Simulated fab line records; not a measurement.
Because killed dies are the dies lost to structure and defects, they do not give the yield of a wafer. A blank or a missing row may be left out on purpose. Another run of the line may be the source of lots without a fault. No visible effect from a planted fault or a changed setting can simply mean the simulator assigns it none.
The same fault as seen by 2 desks    flow sky130    numbers are kept per desk, each desk with only its own; the story behind them comes last

## TOOL OWNER'S DESK, cmp-02
The tool's own readings at SKY_VIA3_CMP_02 (polishes SiO2): means of the sampled wafers that have a number, for each lot that ran on this tool. A lot is out of limits, marked OUT, if its mean lies more than 4 standard deviations from the usual mean; the brackets give that distance.
Columns: A = head pressure psi at SKY_VIA3_CMP_02, usual 4.000 psi; B = motor current A at SKY_VIA3_CMP_02, usual 12.7 A
lot   first seen here  A      B
L179  day 38 22:32     4.004  11.3
L189  day 41 15:32     4.002  12.1
L193  day 43 01:12     4.003  12.4
L194  day 43 12:26     4.000  11.6
This desk found nothing out of limits on any of the 4 lots.

## AT THE METROLOGY DESK
What the gauges read, lot by lot, whatever tool the lot ran on: means of the sampled wafers that have a number. A lot is out of limits, marked OUT, if its mean lies more than 4 standard deviations from the usual mean; the brackets give that distance.
Columns: A = VIA3_BOW at SKY_VIA3_BOW_MEAS_03, usual 80 um
lot   first seen here  A
L179  day 38 22:53     79
L180  day 39 02:17     82
L181  day 39 10:53     85
L186  day 40 21:47     70
L187  day 41 01:28     81
L189  day 41 15:47     86
L192  day 42 21:53     81
L193  day 43 01:31     84
L194  day 43 12:38     78
L196  day 44 01:33     79
This desk found nothing out of limits on any of the 10 lots.

## TAKEN TOGETHER
The desk of the tool owner found nothing out of limits.
The metrology desk saw nothing out of limits.

## WHAT THE SIMULATOR PUT IN
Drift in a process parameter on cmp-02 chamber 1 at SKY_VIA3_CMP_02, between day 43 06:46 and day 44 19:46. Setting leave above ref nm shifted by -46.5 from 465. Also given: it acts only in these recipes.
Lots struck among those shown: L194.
